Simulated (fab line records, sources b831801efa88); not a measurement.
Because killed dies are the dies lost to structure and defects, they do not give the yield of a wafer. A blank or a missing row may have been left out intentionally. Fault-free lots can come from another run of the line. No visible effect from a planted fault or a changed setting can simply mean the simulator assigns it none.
Code-filled problem report in 8D (eight disciplines) form -- flow gf180mcu -- the parts of the form that need people (team, actions taken, sign-off) are left out

1. THE PROBLEM
A mean of 5.827 Pa is read at GF_V4_SPUTTER_22 for chamber_pressure_pa, taken on 1 wafer of 1 lot, against 4.999 Pa (standard deviation 0.0099) on wafers free of any fault. Relative to the usual mean, that is a shift of +84 standard deviations.
The step: material TiN, target thk 10 nm, time 40 s.
Earliest sighting: wafer L986.1 on pvd_sputter-02 at day 27 17:07. The record has a number at this step for 15 wafers belonging to 5 lots. Rule for "out" (also "out of limits"): further than 4 standard deviations from the usual mean. The rest of the wafers with a number are treated as sound.

2. WHAT IT IS; WHAT IT IS NOT
question,is,is not
which readings at this step,"chamber_pressure_pa, throttle_valve_pct",cathode_dc_power_W
which lots,L986,"L982, L985, L994, L996"
which wafers of those lots,L986.1,"L986.4, L986.6"
read on which tools,pvd_sputter-02,"pvd_sputter-03, pvd_sputter-04"
when,from day 27 17:07,"up to then (8 sound wafers); but 6 sound wafers of L994, L996 came after"

3. SUSPECTS, AND WHAT RULES EACH OUT
Counting: if a tool at a process step up to the reading ran every lot that is out, it stays a suspect. Sound lots after the first of them don't rule it out here, since some wafers of a struck lot are sound.
- rie_diel-02 at GF_V4_ETCH_16 (etches BARC in N2/H2): kept. L986, the lot that is out, went through it at day 27 16:22; up to then, the latest sound lot through it was L982 at day 26 00:35.
- rie_diel-02 at GF_V4_ETCH_17 (etches SiO2 in C4F8/O2/Ar, stops on TiN, target depth 630 nm): kept. L986, the lot that is out, went through it at day 27 16:30; up to then, the latest sound lot through it was L982 at day 26 00:43. GF_V4_ETCH_17: start missing for some lots; hours and lot order therefore follow GF_V4_STRIP_18.
- plasma_asher-04 at GF_V4_STRIP_18 (strips in O2/N2): kept. It ran the lot that is out, L986 (day 27 16:30).
- pvd_sputter-02 at GF_V4_SPUTTER_21 (material Ti, target thk 15 nm, time 80.02 s): kept. L986, the lot that is out, went through it at day 27 17:03; up to then, the latest sound lot through it was L985 at day 27 00:20.
- pvd_sputter-02 at GF_V4_SPUTTER_22 (material TiN, target thk 10 nm, time 40 s): kept. L986, the lot that is out, went through it at day 27 17:07; up to then, the latest sound lot through it was L985 at day 27 00:24. Its own chamber_pressure_pa, throttle_valve_pct readings are out on those wafers.
Left after counting: rie_diel-02 at GF_V4_ETCH_16, rie_diel-02 at GF_V4_ETCH_17, plasma_asher-04 at GF_V4_STRIP_18, pvd_sputter-02 at GF_V4_SPUTTER_21, pvd_sputter-02 at GF_V4_SPUTTER_22.

4. THE CAUSE (what the simulator had put in)
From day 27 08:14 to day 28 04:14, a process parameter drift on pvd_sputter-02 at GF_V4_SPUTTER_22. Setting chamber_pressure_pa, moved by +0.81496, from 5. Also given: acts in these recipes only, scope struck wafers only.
Counting left 5 suspects, and this tool is among them.

5. SEQUENCE OF EFFECTS, ordered by route
Rows list readings where the struck wafers' mean (over those with a number) sits beyond 3 standard deviations from the usual. Only readings whose record carries a usual standard deviation are examined. hours: median over the lots of the time between each lot's start at the first step of this table that gives one and its start at this step. sigmas: the change, counted in usual standard deviations.
hours,step,reading,usual,on struck wafers,change,sigmas
0,GF_V4_SPUTTER_22,chamber_pressure_pa,4.999 Pa,5.827,+0.828,+84
0,GF_V4_SPUTTER_22,throttle_valve_pct,30.2 %,26.6,-3.6,-4.0
Its process steps:
- GF_V4_SPUTTER_22: material TiN, target thk 10 nm, time 40 s.

6. HOW IT WOULD HAVE BEEN CAUGHT EARLIER
The fault began at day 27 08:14; the first out-of-limits reading in this record came at day 27 17:07, 9 hours later.
